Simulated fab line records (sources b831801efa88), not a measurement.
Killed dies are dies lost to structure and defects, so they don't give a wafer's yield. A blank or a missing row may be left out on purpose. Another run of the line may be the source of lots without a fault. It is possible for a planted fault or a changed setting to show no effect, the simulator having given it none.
Chamber matching || flow sky130 || SKY_VIA4_CMP_21 on cmp-01 has 4 sister chambers
The step polishes, stops on SiO2, t overpolish 25 s, target thk 0 nm. 4 wafers are shown with their chamber, then 7 later ones without.

EACH WAFER AND ITS CHAMBER
{"wafer": "L863.1", "chamber": 2, "motor current A (A)": 11.1}
{"wafer": "L866.6", "chamber": 3, "motor current A (A)": 12.6}
{"wafer": "L867.2", "chamber": 1, "motor current A (A)": 12.4}
{"wafer": "L867.3", "chamber": 0, "motor current A (A)": 10.5}

WAFERS MISSING THEIR CHAMBER
{"wafer": "L867.6", "motor current A (A)": 12.9}
{"wafer": "L868.1", "motor current A (A)": 13.2}
{"wafer": "L868.2", "motor current A (A)": 12.3}
{"wafer": "L868.5", "motor current A (A)": 12.3}
{"wafer": "L869.1", "motor current A (A)": 11.1}
{"wafer": "L869.5", "motor current A (A)": 12.6}
{"wafer": "L869.6", "motor current A (A)": 10.2}

EACH ONE'S CHAMBER
{"wafer": "L867.6", "from the rows above": "can't be placed: 3 or 1", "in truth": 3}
{"wafer": "L868.1", "from the rows above": "can't be placed: 3 or 1", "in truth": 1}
{"wafer": "L868.2", "from the rows above": "can't be placed: 1 or 3", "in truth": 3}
{"wafer": "L868.5", "from the rows above": "can't be placed: 1 or 3", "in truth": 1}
{"wafer": "L869.1", "from the rows above": 2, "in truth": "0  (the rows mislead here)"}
{"wafer": "L869.5", "from the rows above": "can't be placed: 3 or 1", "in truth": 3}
{"wafer": "L869.6", "from the rows above": 0, "in truth": 0}
Correct placement for 1 of the 7. Can't be placed from these rows: 5 (the true chamber is among the candidates in 5). Wrongly placed: 1.
How it was worked out, from the rows above alone: a wafer's distance from a chamber is the root of the sum, over the readings, of the square of ((its reading less the chamber's mean) divided by the reading's scatter). If the next closest chamber is less than 2 further off than the closest, the wafer can't be placed; otherwise it belongs to the closest. Each chamber's mean is taken over the wafers shown for it. The scatter: root of mean squared gap, hidden wafer to nearest shown wafer, with one shown wafer a chamber.
